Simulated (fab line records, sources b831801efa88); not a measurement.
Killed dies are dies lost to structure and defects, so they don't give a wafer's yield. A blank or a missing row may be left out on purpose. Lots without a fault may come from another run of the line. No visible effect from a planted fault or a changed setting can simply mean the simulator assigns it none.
Which tool is to blame? / flow gf180mcu / 24 lots, 72 wafers sampled, at 3 steps of a route of 602

WHAT THE GAUGES SHOWED, per wafer
GF_STI_CD_MEAS_12: the cd target is 220 nm. Usual: cd-nm reads 220.1 nm (standard deviation 1.2).
lot=L074; measured=day 2 01:16; on=cd-sem-02; cd-nm (nm)=222.0 220.4 222.5; flag=
lot=L075; measured=day 2 05:41; on=cd-sem-02; cd-nm (nm)=220.4 219.7 219.8; flag=
lot=L076; measured=day 2 10:48; on=cd-sem-02; cd-nm (nm)=222.2 220.5 220.6; flag=
lot=L077; measured=day 2 15:59; on=cd-sem-02; cd-nm (nm)=219.1 220.5 220.4; flag=
lot=L078; measured=day 2 22:54; on=cd-sem-01; cd-nm (nm)=219.3 217.4 218.6; flag=
lot=L079; measured=day 3 03:00; on=cd-sem-02; cd-nm (nm)=218.1 218.9 219.6; flag=
lot=L080; measured=day 3 08:07; on=cd-sem-02; cd-nm (nm)=221.4 220.2 221.1; flag=
lot=L081; measured=day 3 13:08; on=cd-sem-01; cd-nm (nm)=219.3 219.1 220.9; flag=
lot=L082; measured=day 3 18:39; on=cd-sem-02; cd-nm (nm)=219.1 220.9 219.5; flag=
lot=L083; measured=day 3 23:29; on=cd-sem-01; cd-nm (nm)=220.7 220.7 221.5; flag=
lot=L084; measured=day 4 04:44; on=cd-sem-01; cd-nm (nm)=219.7 220.1 219.4; flag=
lot=L085; measured=day 4 11:56; on=cd-sem-01; cd-nm (nm)=220.1 218.7 220.0; flag=
lot=L086; measured=day 4 16:06; on=cd-sem-02; cd-nm (nm)=218.5 219.6 218.6; flag=
lot=L087; measured=day 4 21:55; on=cd-sem-02; cd-nm (nm)=221.2 220.5 222.4; flag=
lot=L088; measured=day 5 03:53; on=cd-sem-01; cd-nm (nm)=218.9 220.6 219.0; flag=
lot=L089; measured=day 5 07:53; on=cd-sem-01; cd-nm (nm)=219.8 220.1 218.0; flag=
lot=L090; measured=day 5 13:26; on=cd-sem-01; cd-nm (nm)=220.4 220.0 220.3; flag=
lot=L091; measured=day 5 17:04; on=cd-sem-01; cd-nm (nm)=220.0 220.0 220.9; flag=
lot=L092; measured=day 6 00:31; on=cd-sem-01; cd-nm (nm)=221.0 220.3 221.8; flag=
lot=L093; measured=day 6 05:41; on=cd-sem-01; cd-nm (nm)=220.2 220.1 220.0; flag=
lot=L094; measured=day 6 09:06; on=cd-sem-01; cd-nm (nm)=218.1 218.0 217.4; flag=
lot=L095; measured=day 6 13:47; on=cd-sem-01; cd-nm (nm)=223.0 221.8 221.3; flag=
lot=L096; measured=day 6 19:37; on=cd-sem-02; cd-nm (nm)=222.2 221.4 222.5; flag=
lot=L097; measured=day 7 00:25; on=cd-sem-01; cd-nm (nm)=221.2 220.5 220.3; flag=

GF_M1_RS_MEAS_05: uses a four-point probe to measure. Usual: for M1_ALCU_RS the level is 0.0698 ohm/sq and the standard deviation is 0.00089.
lot=L074; measured=day 16 00:08; on=film-metro-03; M1_ALCU_RS (ohm/sq)=0.0698 0.0698 0.0703; flag=
lot=L075; measured=day 16 10:59; on=film-metro-03; M1_ALCU_RS (ohm/sq)=0.0709 0.0711 0.0706; flag=
lot=L076; measured=day 16 17:46; on=film-metro-03; M1_ALCU_RS (ohm/sq)=0.0696 0.0692 0.0701; flag=
lot=L077; measured=day 17 00:21; on=film-metro-03; M1_ALCU_RS (ohm/sq)=0.0698 0.0699 0.0706; flag=
lot=L078; measured=day 17 15:29; on=film-metro-04; M1_ALCU_RS (ohm/sq)=0.0693 0.0698 0.0700; flag=
lot=L079; measured=day 18 04:31; on=film-metro-03; M1_ALCU_RS (ohm/sq)=0.0703 0.0693 0.0697; flag=
lot=L080; measured=day 18 11:02; on=film-metro-04; M1_ALCU_RS (ohm/sq)=0.0703 0.0711 0.0697; flag=
lot=L081; measured=day 18 20:45; on=film-metro-01; M1_ALCU_RS (ohm/sq)=0.0692 0.0693 0.0696; flag=
lot=L082; measured=day 19 17:52; on=film-metro-04; M1_ALCU_RS (ohm/sq)=0.0705 0.0695 0.0695; flag=
lot=L083; measured=day 20 00:59; on=film-metro-01; M1_ALCU_RS (ohm/sq)=0.0686 0.0683 0.0685; flag=
lot=L084; measured=day 20 01:28; on=film-metro-03; M1_ALCU_RS (ohm/sq)=0.0697 0.0700 0.0701; flag=
lot=L085; measured=day 20 18:21; on=film-metro-03; M1_ALCU_RS (ohm/sq)=0.0698 0.0700 0.0701; flag=
lot=L086; measured=day 20 17:34; on=film-metro-01; M1_ALCU_RS (ohm/sq)=0.0698 0.0688 0.0683; flag=
lot=L087; measured=day 21 09:19; on=film-metro-04; M1_ALCU_RS (ohm/sq)=0.0709 0.0708 0.0714; flag=
lot=L088; measured=day 21 18:37; on=film-metro-04; M1_ALCU_RS (ohm/sq)=0.0697 0.0696 0.0696; flag=
lot=L089; measured=day 21 19:37; on=film-metro-03; M1_ALCU_RS (ohm/sq)=0.0709 0.0718 0.0711; flag=
lot=L090; measured=day 22 05:59; on=film-metro-01; M1_ALCU_RS (ohm/sq)=0.0701 0.0694 0.0700; flag=
lot=L091; measured=day 22 15:16; on=film-metro-01; M1_ALCU_RS (ohm/sq)=0.0676 0.0686 0.0674; flag=
lot=L092; measured=day 23 00:13; on=film-metro-04; M1_ALCU_RS (ohm/sq)=0.0705 0.0709 0.0700; flag=
lot=L093; measured=day 23 11:10; on=film-metro-01; M1_ALCU_RS (ohm/sq)=0.0704 0.0705 0.0701; flag=
lot=L094; measured=day 23 08:51; on=film-metro-04; M1_ALCU_RS (ohm/sq)=0.0697 0.0698 0.0696; flag=
lot=L095; measured=day 23 16:56; on=film-metro-01; M1_ALCU_RS (ohm/sq)=0.0697 0.0693 0.0693; flag=
lot=L096; measured=day 23 21:44; on=film-metro-01; M1_ALCU_RS (ohm/sq)=0.0705 0.0689 0.0701; flag=
lot=L097; measured=day 24 06:00; on=film-metro-04; M1_ALCU_RS (ohm/sq)=0.0697 0.0693 0.0698; flag=

TOOL THAT RAN EACH LOT (tool first, then ch and the chambers of the sampled wafers, then the start)
lot=L074; GF_CONTACT_STRIP_18=plasma-asher-02 ch 0,1, day 15 22:55
lot=L075; GF_CONTACT_STRIP_18=plasma-asher-03 ch 0,1, day 16 09:39
lot=L076; GF_CONTACT_STRIP_18=plasma-asher-03 ch 0,1, day 16 16:34
lot=L077; GF_CONTACT_STRIP_18=plasma-asher-03 ch 0,1, day 16 23:09
lot=L078; GF_CONTACT_STRIP_18=plasma-asher-03 ch 0,1, day 17 14:17
lot=L079; GF_CONTACT_STRIP_18=plasma-asher-02 ch 0,1, day 18 03:17
lot=L080; GF_CONTACT_STRIP_18=plasma-asher-03 ch 0, day 18 09:49
lot=L081; GF_CONTACT_STRIP_18=plasma-asher-01 ch 0,1, day 18 19:34
lot=L082; GF_CONTACT_STRIP_18=plasma-asher-02 ch 0,1, day 19 16:38
lot=L083; GF_CONTACT_STRIP_18=plasma-asher-03 ch 0,1, day 19 23:47
lot=L084; GF_CONTACT_STRIP_18=plasma-asher-01 ch 1, day 20 00:16
lot=L085; GF_CONTACT_STRIP_18=plasma-asher-02 ch 0,1, day 20 17:08
lot=L086; GF_CONTACT_STRIP_18=plasma-asher-02 ch 0,1, day 20 16:20
lot=L087; GF_CONTACT_STRIP_18=plasma-asher-03 ch 0,1, day 21 08:07
lot=L088; GF_CONTACT_STRIP_18=plasma-asher-01 ch 0,1, day 21 17:23
lot=L089; GF_CONTACT_STRIP_18=plasma-asher-02 ch 0,1, day 21 18:25
lot=L090; GF_CONTACT_STRIP_18=plasma-asher-01 ch 0,1, day 22 04:47
lot=L091; GF_CONTACT_STRIP_18=plasma-asher-03 ch 0,1, day 22 14:02
lot=L092; GF_CONTACT_STRIP_18=plasma-asher-03 ch 0,1, day 22 22:55
lot=L093; GF_CONTACT_STRIP_18=plasma-asher-01 ch 0,1, day 23 09:50
lot=L094; GF_CONTACT_STRIP_18=plasma-asher-03 ch 0,1, day 23 07:37
lot=L095; GF_CONTACT_STRIP_18=plasma-asher-02 ch 0,1, day 23 15:35
lot=L096; GF_CONTACT_STRIP_18=plasma-asher-02 ch 0,1, day 23 20:20
lot=L097; GF_CONTACT_STRIP_18=plasma-asher-02 ch 0,1, day 24 04:47
- GF_CONTACT_STRIP_18: strips in O2/N2.

WHAT THE TOOLS THEMSELVES READ (means of the sampled wafers that have a number; where no wafer has one, the mark that the record gives instead)
GF_CONTACT_STRIP_18. Usual: drypump-motor-current-A 5.3 A, standard deviation 0.37; heater-power-w 343 W, standard deviation 27; oes-product-au 0.579 a.u., standard deviation 0.0047; platen-temp-c 249.99 C, standard deviation 0.17.
lot=L074; tool=plasma-asher-02; drypump-motor-current-A (A)=5.3; heater-power-w (W)=319; oes-product-au (a.u.)=0.576; platen-temp-c (C)=250.08; flag=
lot=L075; tool=plasma-asher-03; drypump-motor-current-A (A)=5.0; heater-power-w (W)=370; oes-product-au (a.u.)=0.583; platen-temp-c (C)=250.10; flag=
lot=L076; tool=plasma-asher-03; drypump-motor-current-A (A)=5.1; heater-power-w (W)=374; oes-product-au (a.u.)=0.576; platen-temp-c (C)=249.84; flag=
lot=L077; tool=plasma-asher-03; drypump-motor-current-A (A)=5.0; heater-power-w (W)=353; oes-product-au (a.u.)=0.579; platen-temp-c (C)=249.78; flag=
lot=L078; tool=plasma-asher-03; drypump-motor-current-A (A)=5.0; heater-power-w (W)=371; oes-product-au (a.u.)=0.581; platen-temp-c (C)=249.92; flag=
lot=L079; tool=plasma-asher-02; drypump-motor-current-A (A)=5.5; heater-power-w (W)=330; oes-product-au (a.u.)=0.581; platen-temp-c (C)=250.00; flag=
lot=L080; tool=plasma-asher-03; drypump-motor-current-A (A)=5.0; heater-power-w (W)=335; oes-product-au (a.u.)=0.581; platen-temp-c (C)=249.96; flag=
lot=L081; tool=plasma-asher-01; drypump-motor-current-A (A)=5.7; heater-power-w (W)=349; oes-product-au (a.u.)=0.579; platen-temp-c (C)=249.86; flag=
lot=L082; tool=plasma-asher-02; drypump-motor-current-A (A)=5.5; heater-power-w (W)=327; oes-product-au (a.u.)=0.575; platen-temp-c (C)=250.07; flag=
lot=L083; tool=plasma-asher-03; drypump-motor-current-A (A)=5.1; heater-power-w (W)=371; oes-product-au (a.u.)=0.581; platen-temp-c (C)=250.03; flag=
lot=L084; tool=plasma-asher-01; drypump-motor-current-A (A)=6.1; heater-power-w (W)=355; oes-product-au (a.u.)=0.577; platen-temp-c (C)=249.95; flag=
lot=L085; tool=plasma-asher-02; drypump-motor-current-A (A)=5.3; heater-power-w (W)=317; oes-product-au (a.u.)=0.579; platen-temp-c (C)=249.85; flag=
lot=L086; tool=plasma-asher-02; drypump-motor-current-A (A)=5.3; heater-power-w (W)=316; oes-product-au (a.u.)=0.581; platen-temp-c (C)=249.92; flag=
lot=L087; tool=plasma-asher-03; drypump-motor-current-A (A)=5.0; heater-power-w (W)=373; oes-product-au (a.u.)=0.578; platen-temp-c (C)=249.85; flag=
lot=L088; tool=plasma-asher-01; drypump-motor-current-A (A)=5.3; heater-power-w (W)=339; oes-product-au (a.u.)=0.578; platen-temp-c (C)=250.14; flag=
lot=L089; tool=plasma-asher-02; drypump-motor-current-A (A)=5.3; heater-power-w (W)=321; oes-product-au (a.u.)=0.580; platen-temp-c (C)=250.02; flag=
lot=L090; tool=plasma-asher-01; drypump-motor-current-A (A)=5.3; heater-power-w (W)=339; oes-product-au (a.u.)=0.580; platen-temp-c (C)=249.96; flag=
lot=L091; tool=plasma-asher-03; drypump-motor-current-A (A)=5.0; heater-power-w (W)=357; oes-product-au (a.u.)=0.579; platen-temp-c (C)=249.97; flag=
lot=L092; tool=plasma-asher-03; drypump-motor-current-A (A)=5.0; heater-power-w (W)=348; oes-product-au (a.u.)=0.581; platen-temp-c (C)=249.98; flag=
lot=L093; tool=plasma-asher-01; drypump-motor-current-A (A)=5.7; heater-power-w (W)=346; oes-product-au (a.u.)=0.577; platen-temp-c (C)=250.16; flag=
lot=L094; tool=plasma-asher-03; drypump-motor-current-A (A)=5.1; heater-power-w (W)=373; oes-product-au (a.u.)=0.583; platen-temp-c (C)=249.91; flag=
lot=L095; tool=plasma-asher-02; drypump-motor-current-A (A)=5.4; heater-power-w (W)=327; oes-product-au (a.u.)=0.579; platen-temp-c (C)=249.85; flag=
lot=L096; tool=plasma-asher-02; drypump-motor-current-A (A)=5.5; heater-power-w (W)=331; oes-product-au (a.u.)=0.575; platen-temp-c (C)=249.88; flag=
lot=L097; tool=plasma-asher-02; drypump-motor-current-A (A)=5.3; heater-power-w (W)=321; oes-product-au (a.u.)=0.578; platen-temp-c (C)=250.15; flag=

THE ANSWER, worked out from the rows above alone
Rule: a lot is off if the mean of its wafers that have a number lies more than 3 standard deviations from the usual mean. Also off: a lot with no number at a reading for which 4 or more lots have one. Where the step has rows for the other lots, those lots are counted as sound. Order of review: gauges by route order, followed by the tools' own readings, for which a lot's mean as printed above is used. The first step at which some lot is off is used, and at that step the reading that is off furthest; a lot without a number counts as furthest.
Across all readings shown, no lot is off: no conclusion can be drawn from this.

WHAT THE SIMULATOR HAD PUT IN
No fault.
